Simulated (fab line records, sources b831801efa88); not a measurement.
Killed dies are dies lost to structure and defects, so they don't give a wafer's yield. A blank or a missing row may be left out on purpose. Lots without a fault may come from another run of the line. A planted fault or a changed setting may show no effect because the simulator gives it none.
A struck lot beside a sound one | flow sky130 | 15 steps out of a route of 708
Sound: wafers L493.1, L493.5, L493.6. Struck: wafers L501.1, L501.3, L501.4. The cause comes at the end.
At each step with rows: each side's tool, then ch and its chambers, then its first start. Under that, the readings that differ: sound wafers | struck wafers | difference of the means | sigmas: that difference in standard deviations of wafers without a fault.
alike: readings whose means differ by less than 2 such deviations, and words and numbers that are the same on both sides. not compared: withheld readings, readings that some wafer has no value for, bounds like >300 that may hide the same value, and numbers for which the record gives no deviation and whose values overlap.
The two part at a step that has a row with sigmas, a row that says differs or no value, or rows on one side only. Numbers that don't overlap but have no deviation are shown without sigmas and don't part them. A reading that every wafer of one side lacks parts them only if that side has two wafers or more.

first, 1 step without rows for these wafers: SKY_VT_ADJUST_HVTR_DEVELOP_06 (develop time 60 s).
SKY_VT_ADJUST_HVTR_CD_MEAS_07: target cd 380 nm.
  sound on cd_sem-01, day 11 04:07; struck on cd_sem-02, day 13 16:32
  reading    | sound             | struck            | difference | sigmas
  cd_nm (nm) | 377.0 375.4 377.9 | 381.7 382.3 382.0 | +5.2       | +2
SKY_VT_ADJUST_HVTR_OVL_MEAS_08:
  sound on overlay-02, day 11 04:14; struck on overlay-01, day 13 16:40
  alike: VT_ADJUST_HVTR_OVL
then, 1 step without rows for these wafers: SKY_VT_ADJUST_HVTR_IMPLANT_09.
SKY_VT_ADJUST_HVTR_STRIP_10: strips in O2/N2.
  sound on plasma_asher-01 ch 0,1, day 11 04:26; struck on plasma_asher-04 ch 0,1, day 13 16:51
  alike: drypump_motor_current_A, oes_product_au, strip_time_to_endpoint_s
  not compared: rf_hours_counter_h
SKY_VT_ADJUST_HVTR_TW_MEAS_11:
  sound on film_metro-02, day 11 04:32; struck on film_metro-01, day 13 16:57
  alike: VT_ADJUST_HVTR_TW
then, 6 steps without rows for these wafers: SKY_VT_ADJUST_PCH_DEHYDRATE_00 (time 60 s); SKY_VT_ADJUST_PCH_HMDS_01 (prime time 60 s); SKY_VT_ADJUST_PCH_COAT_02 (resist thk 3000 nm); SKY_VT_ADJUST_PCH_SOFTBAKE_03; SKY_VT_ADJUST_PCH_EXPOSE_04 (exposes mask NWM, target cd 840 nm); SKY_VT_ADJUST_PCH_PEB_05.
SKY_VT_ADJUST_PCH_DEVELOP_06: develop time 60 s.
  sound on litho_track-04 ch 0, day 12 03:00; struck on litho_track-02 ch 0, day 14 18:00
  reading              | sound             | struck            | difference | sigmas
  developer_temp_C (C) | 23.07 23.05 23.04 | 21.99 22.15 21.94 | -1.03      | -9
  alike: resist_line_temp_C
SKY_VT_ADJUST_PCH_OVL_MEAS_07:
  sound on overlay-02, day 12 03:47; struck on overlay-01, day 14 19:07
  alike: VT_ADJUST_PCH_OVL
-- the record jumps here: 34 days lie between the struck wafers' starts before and after (it left off in module VT_ADJUST_PCH and takes up again in module PAD_OPEN, whose first step shown is number 708 of the route) --
SKY_PAD_OPEN_PROBE_99:
  sound on prober-02, day 47 02:34; struck on prober-02, day 48 23:57
  reading      | sound    | struck   | difference | sigmas
  killed_short | 45 48 46 | 25 30 39 | -15        | -3
  alike: killed_at_M0_to_M3, killed_at_M4_up, killed_at_contacts, killed_at_front_end, killed_at_other, killed_dies, killed_open

WHERE THEY PART
First at SKY_VT_ADJUST_HVTR_CD_MEAS_07; last, within this record, at SKY_PAD_OPEN_PROBE_99.

WHY: what the simulator had put in
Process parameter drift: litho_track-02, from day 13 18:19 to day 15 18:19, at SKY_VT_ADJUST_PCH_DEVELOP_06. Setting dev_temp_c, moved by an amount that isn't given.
